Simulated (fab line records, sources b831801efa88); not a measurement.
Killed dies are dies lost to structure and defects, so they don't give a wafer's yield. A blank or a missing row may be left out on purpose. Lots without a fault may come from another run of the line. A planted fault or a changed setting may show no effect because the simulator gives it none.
fab line records | flow sfq_line
record lots=7 wafers=21 last_day=95
route steps=325 shown M7@291 I7@296
lots that met no fault: from a run of the same line without faults
start_h: hours from the record's first day to the start of the lot's first wafer shown | wait_h: hours since the lot's step before | " the same as in the row above | L1.1+2: a row that stands for several wafers | - no value, or no start given | * or withheld: withheld | < > ~ a bound
route shown NAME@n: a module of which the file shows steps, and the number in the route of the first | usual: mean/standard deviation of fault-free wafers | same: alike in all rows | chamber/n: place in a boat | sites: the reading at each site | _std_site: their standard deviation | _edge_site: outer sites' mean less inner sites' | radius_mm: how far each site lies from the wafer's centre | mask NAME#n: copy n | behind: the tool/chamber that last shaped the wafer | hold: why the lot was held/for how many hours/how that ended | device: the transistor (n, p or np) that didn't switch | end of line: the same wafers' tests at the end of the route | a step without rows: its recipe alone | killed: dies lost to structure and defects at the first sort, not the wafer's yield | map: a wafer's dies, x killed, . not, _ none there
set.NAME: the setting as run; set.NAME@STEP: as run at that earlier step | model.NAME: the simulator's own value behind a step, which no gauge read
lots at some steps of the route; a table a step, a row a wafer
services: from which hour (start_h, from the record's first day; less than 0 if before it) a tool's chamber was out of use, for how many hours, and why
## steps
# step SFQ_M7_OVL_MEAS_945
# usual M7_OVL=-3/5.3
# columns lot.wafer tool chamber start_h wait_h M7_OVL[nm]
L303.3 overlay-02 - 1953.93 0.1 3
L303.4 " - " " 7
L303.6 " - " " 1
L307.1 overlay-02 - 1969.06 0.1 -7
L307.2 " - " " -2
L307.5 " - " " -3
L309.2 overlay-02 - 1983.47 0.1 -3
L309.4 " - " " -13
L309.5 " - " " -7
L310.1 overlay-02 - 1991.86 0.1 -8
L310.2 " - " " -2
L310.5 " - " " 0
L311.1 overlay-02 - 1994.26 0.1 -5
L311.2 " - " " -3
L311.6 " - " " -9
L316.1 overlay-01 - 2021.99 0.1 -6
L316.2 " - " " -9
L316.6 " - " " -7
L321.2 overlay-02 - 2075.54 0.1 -5
L321.5 " - " " -6
L321.6 " - " " -4
# step SFQ_TRILAYER_M7_BARC_OPEN_METAL_ETCH_229
# recipe mask_material=PR chemistry=O2 target_depth_nm=125 target=BARC icp_w=600 bias_w=80 pressure_mtorr=10 time_s=41.7
# usual drypump_motor_current_A=5.9/0.33 oes_product_au=0.685/0.005
# columns lot.wafer tool chamber start_h wait_h drypump_motor_current_A oes_product_au rf_hours_counter_h
L303.3 rie_metal-04 0 1953.98 0.0 5.6 0.682 -
L303.4 " 1 " " 6.2 0.692 -
L303.6 " 1 " " 6.2 0.688 -
L307.1 rie_metal-02 1 1969.10 0.0 6.3 0.671 109
L307.2 " 1 " " 6.3 0.685 -
L307.5 " 1 " " 6.3 0.684 -
L309.2 rie_metal-02 1 1983.50 0.0 6.3 0.691 112
L309.4 " 0 " " 6.1 0.688 -
L309.5 " 0 " " 6.1 0.684 -
L310.1 rie_metal-01 1 1991.90 0.0 5.4 0.674 107
L310.2 " 0 " " 5.8 0.685 131
L310.5 " 0 " " 5.9 0.678 -
L311.1 rie_metal-02 1 1994.30 0.0 6.3 0.683 113
L311.2 " 0 " " 6.1 0.683 2
L311.6 " 0 " " 6.1 0.684 -
L316.1 rie_metal-01 0 2022.02 0.0 5.9 0.679 1
L316.2 " 1 " " 5.4 0.687 110
L316.6 " 1 " " 5.4 0.682 -
L321.2 rie_metal-04 1 2075.57 0.0 6.2 0.685 100
L321.5 " 0 " " 5.5 0.684 -
L321.6 " 1 " " 6.2 0.691 -
# step SFQ_TRILAYER_M7_ETCH_METAL_ETCH_180
# recipe target=Nb stop_on=SiO2 mask_material=PR chemistry=Cl2/Ar target_depth_nm=240 icp_w=600 bias_w=80 pressure_mtorr=10 time_s=120
# step SFQ_TRILAYER_M7_STRIP_STRIP_181
# recipe gas=O2 power_w=200 platen_temp_c=40 overash_fraction=0.65 chemistry=O2 pressure_mtorr=50
# step SFQ_TRILAYER_M7_STRIP_SOLV_CLEAN_182
# recipe chemistry=NMP temp_c=70 time_s=600
# step SFQ_TRILAYER_I7_DEP_PECVD_183
# recipe material=SiO2 temp_c=150 time_s=111.11 pressure_torr=2.4 rf_w=183.3 precursor=SiH4/N2O target_thk_nm=500
# usual chamber_pressure_Torr=2.400/0.0052 heater_power_w=77/12 showerhead_vpp_V=833/21 throttle_valve_pct=25.0/1.5
# columns lot.wafer tool chamber start_h wait_h chamber_pressure_Torr heater_power_w showerhead_vpp_V throttle_valve_pct
L303.3 pecvd-01 2 1954.92 0.0 2.412 66 852 27.5
L303.4 " 0 " " 2.398 56 842 28.4
L303.6 " 1 " " 2.406 71 838 25.0
L307.1 pecvd-02 1 1970.84 0.0 2.403 67 833 25.4
L307.2 " 0 " " 2.399 94 850 24.5
L307.5 " 2 " " 2.401 85 857 23.0
L309.2 pecvd-04 2 1984.48 0.0 2.389 75 840 25.1
L309.4 " 2 " " 2.403 61 831 25.1
L309.5 " 1 " " 2.409 91 831 24.4
L310.1 pecvd-02 0 1992.88 0.0 2.395 82 838 24.5
L310.2 " 2 " " 2.401 73 840 23.1
L310.5 " 0 " " 2.402 84 843 24.5
L311.1 pecvd-01 0 1995.28 0.0 2.415 56 835 28.2
L311.2 " 2 " " 2.394 67 841 27.4
L311.6 " 2 " " 2.406 56 852 27.3
L316.1 pecvd-02 0 2023.00 0.0 2.402 88 833 24.2
L316.2 " 2 " " 2.402 74 847 23.7
L316.6 " 2 " " 2.398 77 865 23.2
L321.2 pecvd-02 2 2076.53 0.0 2.397 84 856 23.3
L321.5 " 1 " " 2.399 66 827 25.5
L321.6 " 0 " " 2.401 79 842 24.7
# step SFQ_TRILAYER_I7_CMP_CMP_184
# recipe material=SiO2 down_force_psi=3.129 platen_rpm=60 pad_velocity_m_s=0.94248
# usual motor_current_A=10.6/1.1 retaining_ring_pressure_frac=1.000/0.0049 slurry_flow_ml_min=149.9/0.52 time_to_endpoint_s=207/6.9
# columns lot.wafer tool chamber start_h wait_h motor_current_A retaining_ring_pressure_frac slurry_flow_ml_min time_to_endpoint_s
L303.4 cmp-02 1 1955.99 1.0 11.3 0.999 149.2 208
L303.3 " 2 " " 10.3 0.993 149.4 201
L303.6 " 3 " " 12.8 1.000 150.1 201
L307.1 cmp-01 0 1972.02 1.1 10.1 1.004 149.6 205
L307.2 " 2 1973.02 2.1 12.2 1.005 150.2 207
L307.5 " 0 1974.02 3.1 10.6 1.011 149.0 206
L309.2 cmp-01 1 1985.55 1.0 10.9 1.013 149.5 214
L309.4 " 2 " " 12.1 1.006 150.0 219
L309.5 " 3 " " 9.6 1.008 150.6 214
L310.2 cmp-01 0 1992.95 0.0 10.0 0.997 150.3 209
L310.1 " 3 1994.45 1.5 9.5 0.998 150.5 209
L310.5 " 1 1995.45 2.5 10.5 0.999 150.1 221
L311.1 cmp-01 0 1996.45 1.1 9.7 0.995 149.5 197
L311.2 " 1 " " 10.3 1.006 149.7 215
L311.6 " 0 1998.45 3.1 10.3 0.997 150.1 212
L316.2 cmp-01 3 2023.08 0.0 9.5 0.993 149.9 202
L316.1 " 2 2024.58 1.5 12.5 1.003 150.5 198
L316.6 " 0 2025.58 2.5 10.5 0.998 149.2 203
L321.2 cmp-01 0 2078.89 2.3 10.0 1.000 149.5 208
L321.6 " 3 2080.39 3.8 9.7 1.008 149.9 212
L321.5 " 0 " " 10.0 0.992 150.5 206
# step SFQ_I7_BOW_MEAS_946
# recipe mode=bow
# usual I7_BOW=9/12
# columns lot.wafer tool chamber start_h wait_h I7_BOW[um]
L303.3 film_metro-02 - 1958.03 1.0 20
L303.4 " - " " 10
L303.6 " - " " 7
L307.1 film_metro-04 - 1974.52 2.0 4
L307.2 " - " " 4
L307.5 " - " " -1
L309.2 film_metro-01 - 1987.57 1.5 12
L309.4 " - " " -12
L309.5 " - " " 2
L310.1 film_metro-01 - 1995.95 1.0 33
L310.2 " - " " 15
L310.5 " - " " 26
L311.1 film_metro-04 - 1998.95 2.0 15
L311.2 " - " " 19
L311.6 " - " " 27
L316.1 film_metro-01 - 2026.08 1.0 1
L316.2 " - " " -9
L316.6 " - " " -6
L321.2 film_metro-01 - 2081.41 2.0 5
L321.5 " - " " -6
L321.6 " - " " -1
# step SFQ_TRILAYER_I7_METRO_MEASURE_185
# usual thk_nm=199.8/0.89
# columns lot.wafer tool chamber start_h wait_h thk_nm
L303.3 film_metro-02 - 1958.51 0.5 200.2
L303.4 " - " " 199.6
L303.6 " - " " 199.4
L307.1 film_metro-04 - 1974.64 0.1 199.7
L307.2 " - " " 198.2
L307.5 " - " " 200.5
L309.2 film_metro-01 - 1987.87 0.3 200.7
L309.4 " - " " 200.1
L309.5 " - " " 201.0
L310.1 film_metro-01 - 1996.07 0.1 199.7
L310.2 " - " " 200.2
L310.5 " - " " 200.5
L311.1 film_metro-04 - 1999.07 0.1 200.9
L311.2 " - " " 200.2
L311.6 " - " " 201.3
L316.1 film_metro-01 - 2026.20 0.1 199.6
L316.2 " - " " 198.8
L316.6 " - " " 200.0
L321.2 film_metro-01 - 2081.71 0.3 199.9
L321.5 " - " " 200.1
L321.6 " - " " 199.2
# step SFQ_TRILAYER_I7_VIA_LITHO_COAT_192
# recipe resist=BARC spin_rpm=3000 resist_thk_nm=62
# step SFQ_TRILAYER_I7_VIA_LITHO_COAT_187
# recipe resist=KrF spin_rpm=3000 resist_thk_nm=650
# step SFQ_TRILAYER_I7_VIA_LITHO_SOFTBAKE_191
# recipe temp_c=withheld time_s=withheld resist=KrF
# step SFQ_TRILAYER_I7_VIA_LITHO_EXPOSE_188
# recipe mask_id=I7 na=0.6 source_shape=conventional sigma_outer=0.65 target_cd_nm=1000 dose_mj=21.3
# usual exposure_dose_mJ_cm2=21.302/0.021 focus_offset_nm=0.1/0.54
# columns lot.wafer tool chamber start_h wait_h mask exposure_dose_mJ_cm2 focus_offset_nm
L303.3 krf_scanner-02 0 2053.29 - I7#0 21.332 0.1
L303.4 " 0 " " I7#0 21.339 0.5
L303.6 " 0 " " I7#0 21.334 -0.1
L307.1 krf_scanner-01 0 2074.74 - I7#0 21.273 0.4
L307.2 " 0 " " I7#0 21.311 0.0
L307.5 " 0 " " I7#0 21.268 0.3
L309.2 krf_scanner-01 0 2085.74 - I7#0 17.464 1.6
L309.4 " 0 " " I7#0 17.467 -0.2
L309.5 " 0 " " I7#0 17.454 1.2
L310.1 krf_scanner-01 0 2093.94 - I7#0 17.441 -0.3
L310.2 " 0 " " I7#0 17.467 -0.6
L310.5 " 0 " " I7#0 17.484 -0.6
L311.1 krf_scanner-02 0 2098.54 - I7#0 21.279 0.4
L311.2 " 0 " " I7#0 21.296 1.3
L311.6 " 0 " " I7#0 21.266 -0.2
L316.1 krf_scanner-01 0 2122.28 - I7#0 17.438 0.1
L316.2 " 0 " " I7#0 17.454 0.3
L316.6 " 0 " " I7#0 17.414 0.0
L321.2 krf_scanner-02 0 2176.48 - I7#0 21.293 -0.3
L321.5 " 0 " " I7#0 21.287 1.0
L321.6 " 0 " " I7#0 21.278 -0.1
# step SFQ_TRILAYER_I7_VIA_LITHO_PEB_190
# recipe peb_temp_c=115 peb_time_s=60 resist=KrF
# step SFQ_TRILAYER_I7_VIA_LITHO_DEVELOP_189
# recipe time_s=60 resist=KrF
# step SFQ_I7_OVL_MEAS_947
# usual I7_OVL=1/5.4
# columns lot.wafer tool chamber start_h wait_h I7_OVL[nm]
L303.3 overlay-01 - 2054.40 0.1 4
L303.4 " - " " -5
L303.6 " - " " -5
L307.1 overlay-01 - 2076.24 0.1 -3
L307.2 " - " " -13
L307.5 " - " " 2
L309.2 overlay-02 - 2087.04 0.1 2
L309.4 " - " " 2
L309.5 " - " " -2
L310.1 overlay-02 - 2095.44 0.1 2
L310.2 " - " " 3
L310.5 " - " " 1
L311.1 overlay-02 - 2100.04 0.1 -10
L311.2 " - " " -6
L311.6 " - " " 2
L316.1 overlay-01 - 2123.78 0.1 8
L316.2 " - " " 7
L316.6 " - " " 8
L321.2 overlay-01 - 2177.79 0.1 -3
L321.5 " - " " -4
L321.6 " - " " -6
# step SFQ_TRILAYER_I7_VIA_BARC_OPEN_VIA_ETCH_260
# recipe mask_material=PR chemistry=O2 target_depth_nm=125 target=BARC source_w=500 bias_w=80 pressure_mtorr=30 time_s=41.7
# usual drypump_motor_current_A=5.8/0.58 oes_product_au=0.685/0.0045
# columns lot.wafer tool chamber start_h wait_h drypump_motor_current_A oes_product_au rf_hours_counter_h model.I7.cd_nm
L303.3 rie_diel-03 0 2054.42 0.0 5.6 0.683 16 1000
L303.4 " 1 " " 6.3 0.685 - 1000
L303.6 " 0 " " 5.6 0.686 - 1001
L307.1 rie_diel-04 0 2076.27 0.0 5.7 0.681 4 1002
L307.2 " 3 " " 4.7 0.686 16 1001
L307.5 " 1 " " 5.4 0.684 - 1000
L309.2 rie_diel-04 3 2087.07 0.0 4.7 0.683 17 970.3
L309.4 " 0 " " 5.7 0.684 - 968.2
L309.5 " 3 " " 4.7 0.684 - 968.7
L310.1 rie_diel-04 1 2095.47 0.0 5.4 0.681 12 967.4
L310.2 " 3 " " 4.7 0.683 17 966.9
L310.5 " 1 " " 5.4 0.678 - 966.4
L311.1 rie_diel-03 0 2100.07 0.0 5.6 0.688 17 1002
L311.2 " 1 " " 6.3 0.690 17 1001
L311.6 " 1 " " 6.3 0.679 - 1001
L316.1 rie_diel-04 3 2123.82 0.0 4.7 0.677 18 968.2
L316.2 " 1 " " 5.4 0.678 13 966.8
L316.6 " 1 " " 5.4 0.677 - 966.6
L321.2 rie_diel-04 3 2177.82 0.0 4.7 0.687 18 1000
L321.5 " 2 " " 6.4 0.685 - 1001
L321.6 " 3 " " 4.7 0.683 - 998.8
# step SFQ_TRILAYER_I7_VIA_ETCH_VIA_ETCH_190
# recipe target=SiO2 stop_on=Nb mask_material=PR taper_deg=20 chemistry=CHF3 target_depth_nm=260 source_w=500 bias_w=80 pressure_mtorr=30 time_s=withheld
# usual drypump_motor_current_A=5.8/0.58 oes_product_au=0.853/0.0049
# columns lot.wafer tool chamber start_h wait_h drypump_motor_current_A oes_product_au model.I7.cd_nm
L303.3 rie_diel-03 0 2054.46 0.0 5.6 0.848 1001
L303.4 " 1 " " 6.4 0.854 1001
L303.6 " 0 " " 5.6 0.849 1001
L307.1 rie_diel-04 0 2076.31 0.0 5.7 0.852 1001
L307.2 " 3 " " 4.7 0.847 1001
L307.5 " 1 " " 5.4 0.854 1000
L309.2 rie_diel-04 3 2087.13 0.0 4.7 0.852 971.9
L309.4 " 0 " " 5.7 0.855 970.8
L309.5 " 3 " " 4.7 0.863 970.8
L310.1 rie_diel-04 1 2095.51 0.0 5.4 0.859 967.5
L310.2 " 3 " " 4.7 0.860 966.3
L310.5 " 1 " " 5.4 0.857 966.5
L311.1 rie_diel-03 0 2100.11 0.0 5.6 0.856 1003
L311.2 " 1 " " 6.3 0.853 999.6
L311.6 " 1 " " 6.3 0.859 1000
L316.1 rie_diel-04 3 2123.86 0.0 4.7 0.857 968.4
L316.2 " 1 " " 5.4 0.860 968.3
L316.6 " 1 " " 5.4 0.859 968
L321.2 rie_diel-04 3 2177.86 0.0 4.7 0.852 999.2
L321.5 " 2 " " 6.4 0.852 1002
L321.6 " 3 " " 4.7 0.853 998.3
# step SFQ_TRILAYER_I7_VIA_STRIP_STRIP_191
# recipe gas=O2 power_w=200 platen_temp_c=40 overash_fraction=0.65 chemistry=O2 pressure_mtorr=50
# usual drypump_motor_current_A=5.6/0.39 oes_product_au=0.999/0.0068
# columns lot.wafer tool chamber start_h wait_h drypump_motor_current_A oes_product_au rf_hours_counter_h
L303.3 rie_metal-04 1 2054.78 - 6.2 0.990 -
L303.4 " 0 " " 5.6 1.002 -
L303.6 " 1 " " 6.2 0.997 -
L307.1 rie_metal-03 0 2076.43 - 5.5 1.003 70
L307.2 " 1 " " 4.8 0.996 131
L307.5 " 1 " " 4.9 0.988 -
L309.2 rie_metal-04 0 2087.30 - 5.6 1.002 39
L309.4 " 0 " " 5.5 1.008 -
L309.5 " 0 " " 5.6 1.001 -
L310.1 rie_metal-03 0 2095.63 - 5.5 0.994 74
L310.2 " 0 " " 5.6 0.995 -
L310.5 " 0 " " 5.5 1.001 -
L311.1 rie_metal-01 0 2100.22 - 5.8 1.007 15
L311.2 " 1 " " 5.3 0.996 124
L311.6 " 1 " " 5.3 0.993 -
L316.1 rie_metal-04 0 2123.97 - 5.5 1.005 45
L316.2 " 0 " " 5.6 0.999 -
L316.6 " 0 " " 5.5 1.007 -
L321.2 rie_metal-03 0 2177.97 - 5.6 0.981 86
L321.5 " 0 " " 5.6 0.993 -
L321.6 " 1 " " 4.8 0.995 -
## services
# columns tool chamber start_h hours kind
cmp-01 - 1938.88 4.0 pm
pecvd-02 - 1941.80 0.9 repair
cmp-01 - 1945.30 1.0 repair
krf_scanner-01 - 1946.82 1.0 pm
krf_scanner-01 - 1950.22 1.3 pm
rie_diel-04 0 2002.75 2.1 repair
krf_scanner-01 - 2007.16 0.8 pm
film_metro-01 - 2009.65 0.9 pm
rie_diel-03 3 2022.47 2.0 repair
rie_diel-03 3 2035.00 7.6 repair
film_metro-01 - 2042.26 0.3 pm
rie_diel-04 2 2044.14 3.6 repair
rie_diel-03 3 2052.41 22.2 repair
pecvd-02 - 2052.44 6.0 pm
rie_diel-03 2 2056.15 9.5 repair
film_metro-01 - 2058.73 0.4 pm
rie_diel-04 - 2060.26 14.6 pm
rie_diel-03 - 2060.56 0.5 repair
cmp-01 - 2081.54 0.9 repair
rie_diel-04 1 2084.84 8.1 repair
krf_scanner-01 - 2095.14 3.6 pm
rie_diel-03 3 2102.62 8.0 repair
cmp-01 - 2129.10 6.5 pm
rie_metal-04 - 2136.62 0.4 repair
## key
first_sign step=SFQ_TRILAYER_I7_VIA_LITHO_EXPOSE_188 reading=exposure_dose_mJ_cm2 direction=down sigmas=99+ usual=21.302 struck=17.454
effect none on later readings
model_effect step=SFQ_TRILAYER_I7_VIA_BARC_OPEN_VIA_ETCH_260 value=I7.cd_nm without=1000 struck=967.7
model_effect step=SFQ_TRILAYER_I7_VIA_ETCH_VIA_ETCH_190 value=I7.cd_nm without=1001 struck=968.7
met_at SFQ_TRILAYER_I7_VIA_LITHO_EXPOSE_188
struck_wafers L309.2,L309.4,L309.5,L310.1,L310.2,L310.5,L316.1,L316.2,L316.6
onset_between 2074.74 2085.74
fault kind=process_parameter_drift tool=krf_scanner-01 chamber=- onset_h=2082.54 steps=SFQ_TRILAYER_I7_VIA_LITHO_EXPOSE_188 channel=dose_mj offset=-3.8677 shape=step acts_in=these_recipes_only stated=21.3
